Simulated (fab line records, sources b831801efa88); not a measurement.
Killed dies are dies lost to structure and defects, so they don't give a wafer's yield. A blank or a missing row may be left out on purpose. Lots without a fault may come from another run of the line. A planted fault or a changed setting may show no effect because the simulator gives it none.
Which tool did it? | flow sky130 | 12 lots, 36 wafers sampled, at 3 steps of a route of 708

WHAT THE GAUGES READ, wafer by wafer
SKY_VIA4_OVL_MEAS_11. Usual: VIA4_OVL -0.1 nm, standard deviation 1.2.
lot  | measured     | on         | VIA4_OVL (nm)  | flag
L335 | day 42 12:08 | overlay-01 | -0.4 -0.2 0.7  |
L338 | day 44 13:41 | overlay-01 | -0.3 -1.6 0.4  |
L340 | day 44 21:56 | overlay-02 | -0.9 0.8 -0.8  |
L339 | day 45 00:11 | overlay-01 | -0.6 -1.0 -0.7 |
L341 | day 45 04:10 | overlay-01 | 0.6 -0.8 0.5   |
L342 | day 45 09:31 | overlay-02 | -0.3 1.5 1.2   |
L345 | day 45 16:44 | overlay-01 | -0.6 -0.8 -1.0 |
L344 | day 45 18:02 | overlay-01 | 0.6 -0.4 0.4   |
L350 | day 46 18:40 | overlay-01 | 1.3 1.4 1.5    |
L354 | day 47 14:58 | overlay-01 | -2.5 -0.2 -2.1 |
L355 | day 48 02:28 | overlay-01 | 1.1 -1.7 1.1   |
L356 | day 48 07:08 | overlay-01 | 0.0 2.1 1.1    |

WHICH TOOL RAN EACH LOT (tool, then ch and the chambers of the sampled wafers, then the start)
lot  | SKY_CONTACT_CLEAN_21            | SKY_METAL4_METAL_ETCH_18
L335 | wet_bench-01 ch 2, day 31 05:19 | rie_metal-03 ch 0,1, day 41 11:09
L338 | wet_bench-04 ch 0, day 33 15:28 | rie_metal-02 ch 0,1, day 43 14:36
L340 | wet_bench-04 ch 1, day 34 03:11 | rie_metal-01 ch 0,1, day 43 22:51
L339 | wet_bench-04 ch 3, day 34 06:51 | rie_metal-02 ch 0,1, day 44 00:21
L341 | wet_bench-01 ch 0, day 34 09:20 | rie_metal-01 ch 1, day 44 05:30
L342 | wet_bench-01 ch 3, day 34 17:40 | rie_metal-03 ch 0,1, day 44 10:34
L345 | wet_bench-01 ch 0, day 35 02:55 | rie_metal-03 ch 0,1, day 44 17:55
L344 | wet_bench-01 ch 2, day 35 03:02 | rie_metal-02 ch 0,1, day 44 19:25
L350 | wet_bench-01 ch 1, day 36 12:49 | rie_metal-02 ch 0,1, day 45 21:39
L354 | wet_bench-01 ch 0, day 37 11:59 | rie_metal-03 ch 0,1, day 46 17:09
L355 | wet_bench-03 ch 0, day 38 02:53 | rie_metal-03 ch 0,1, day 47 04:54
L356 | wet_bench-01 ch 3, day 38 08:36 | rie_metal-01 ch 0,1, day 47 10:17
- SKY_CONTACT_CLEAN_21: cleans in IPA, time 180 s.
- SKY_METAL4_METAL_ETCH_18: etches the open film in Cl2/BCl3, stops on SiO2, target depth 845 nm, time 183.1 s.

WHAT THE TOOLS THEMSELVES READ (means of the sampled wafers that have a number; where no wafer has one, the mark that the record gives instead)
SKY_CONTACT_CLEAN_21. Usual: temp_c 25.00 C, standard deviation 0.091.
lot  | tool         | temp_c (C) | flag
L335 | wet_bench-01 | 24.89      |
L338 | wet_bench-04 | 25.05      |
L340 | wet_bench-04 | 25.00      |
L339 | wet_bench-04 | 24.96      |
L341 | wet_bench-01 | 25.00      |
L342 | wet_bench-01 | 25.04      |
L345 | wet_bench-01 | 24.88      |
L344 | wet_bench-01 | 24.97      |
L350 | wet_bench-01 | 25.05      |
L354 | wet_bench-01 | 24.90      |
L355 | wet_bench-03 | 24.90      |
L356 | wet_bench-01 | 25.02      |

SKY_METAL4_METAL_ETCH_18. Usual: bias_w 48.49 W, standard deviation 0.13; drypump_motor_current_A 5.2 A, standard deviation 0.36; he_backside_leak_sccm 3.34 sccm, standard deviation 0.22; oes_product_au 0.870 a.u., standard deviation 0.0058; throttle_valve_pct 22.265 %, standard deviation 0.008.
lot  | tool         | bias_w (W) | drypump_motor_current_A (A) | he_backside_leak_sccm (sccm) | oes_product_au (a.u.) | throttle_valve_pct (%) | flag
L335 | rie_metal-03 | 48.55      | 5.2                         | 3.58                         | 0.871                 | 22.267                 |
L338 | rie_metal-02 | 48.51      | 5.6                         | 3.38                         | 0.866                 | 22.267                 |
L340 | rie_metal-01 | 48.39      | 4.9                         | 3.66                         | 0.868                 | 22.267                 |
L339 | rie_metal-02 | 48.46      | 5.6                         | 3.31                         | 0.866                 | 22.272                 |
L341 | rie_metal-01 | 48.37      | 4.7                         | 3.22                         | 0.861                 | 22.261                 |
L342 | rie_metal-03 | 48.51      | 4.9                         | 3.31                         | 0.867                 | 22.264                 |
L345 | rie_metal-03 | 48.46      | 5.0                         | 3.29                         | 0.872                 | 22.274                 |
L344 | rie_metal-02 | 48.54      | 5.6                         | 3.11                         | 0.867                 | 22.265                 |
L350 | rie_metal-02 | 48.50      | 5.6                         | 3.03                         | 0.869                 | 22.268                 |
L354 | rie_metal-03 | 48.59      | 5.2                         | 3.45                         | 0.869                 | 22.264                 |
L355 | rie_metal-03 | 48.48      | 5.2                         | 3.40                         | 0.874                 | 22.256                 |
L356 | rie_metal-01 | 48.57      | 5.1                         | 3.27                         | 0.870                 | 22.266                 |

THE ANSWER, worked out from the rows above alone
Rule: a lot is off if the mean of its wafers that have a number lies more than 3 standard deviations from the usual mean. A lot without any number at a reading at which 4 lots or more have one is off too. The other lots that the step has rows for count as sound. The gauges are gone through in route order, then the tools' own readings, and for those a lot's mean is taken as printed above. The first step at which some lot is off is used, and at that step the reading that is off furthest; a lot without a number counts as furthest.
No lot is off at any reading shown: from this, nothing can be told.

WHAT THE SIMULATOR HAD PUT IN
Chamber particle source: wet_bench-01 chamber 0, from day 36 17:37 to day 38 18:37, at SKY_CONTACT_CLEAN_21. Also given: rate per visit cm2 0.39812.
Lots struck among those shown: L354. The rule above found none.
